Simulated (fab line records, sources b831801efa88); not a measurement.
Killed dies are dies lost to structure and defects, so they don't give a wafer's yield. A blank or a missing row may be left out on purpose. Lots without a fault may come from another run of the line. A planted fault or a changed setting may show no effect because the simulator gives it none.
Chamber matching | flow gf180mcu | GF_V2_ETCH_16 on rie_diel-01: 4 sister chambers
The step etches BARC in N2/H2. 8 wafers are shown with their chamber, then 8 later ones without.

WAFERS WITH THEIR CHAMBER
wafer  | chamber | drypump_motor_current_A (A) | oes_product_au (a.u.)
L747.1 | 1       | 6.07                        | 0.856
L747.4 | 2       | 6.03                        | 0.854
L751.2 | 0       | 5.77                        | 0.861
L751.4 | 2       | 6.03                        | 0.852
L753.1 | 3       | 5.71                        | 0.860
L753.4 | 0       | 5.76                        | 0.851
L753.5 | 1       | 6.08                        | 0.858
L757.3 | 3       | 5.70                        | 0.846

WAFERS WITHOUT THEIR CHAMBER
wafer  | drypump_motor_current_A (A) | oes_product_au (a.u.)
L757.4 | 6.06                        | 0.859
L757.5 | 5.72                        | 0.857
L759.1 | 6.09                        | 0.847
L759.5 | 5.71                        | 0.851
L759.6 | 6.03                        | 0.861
L764.1 | 5.77                        | 0.852
L764.2 | 6.03                        | 0.850
L764.3 | 5.71                        | 0.854

WHICH CHAMBER EACH WENT THROUGH
wafer  | from the rows above | in truth
L757.4 | 1                   | 1
L757.5 | 3                   | 3
L759.1 | 1                   | 1
L759.5 | 3                   | 3
L759.6 | 2                   | 2
L764.1 | 0                   | 0
L764.2 | 2                   | 2
L764.3 | 3                   | 3
Placed correctly: 8 of 8. Can't be placed from these rows: 0. Placed wrongly: 0.
How it was worked out, from the rows above alone: a wafer's distance from a chamber is the root of the sum, over the readings, of the square of ((its reading less the chamber's mean) divided by the reading's scatter). The wafer belongs to the nearest chamber; if the next one is less than 2 further off, it can't be placed. A chamber's mean is the mean of its shown wafers. The scatter: the root of (the sum of the squares of (reading less its chamber's mean) over the shown wafers, divided by (wafers less chambers)).
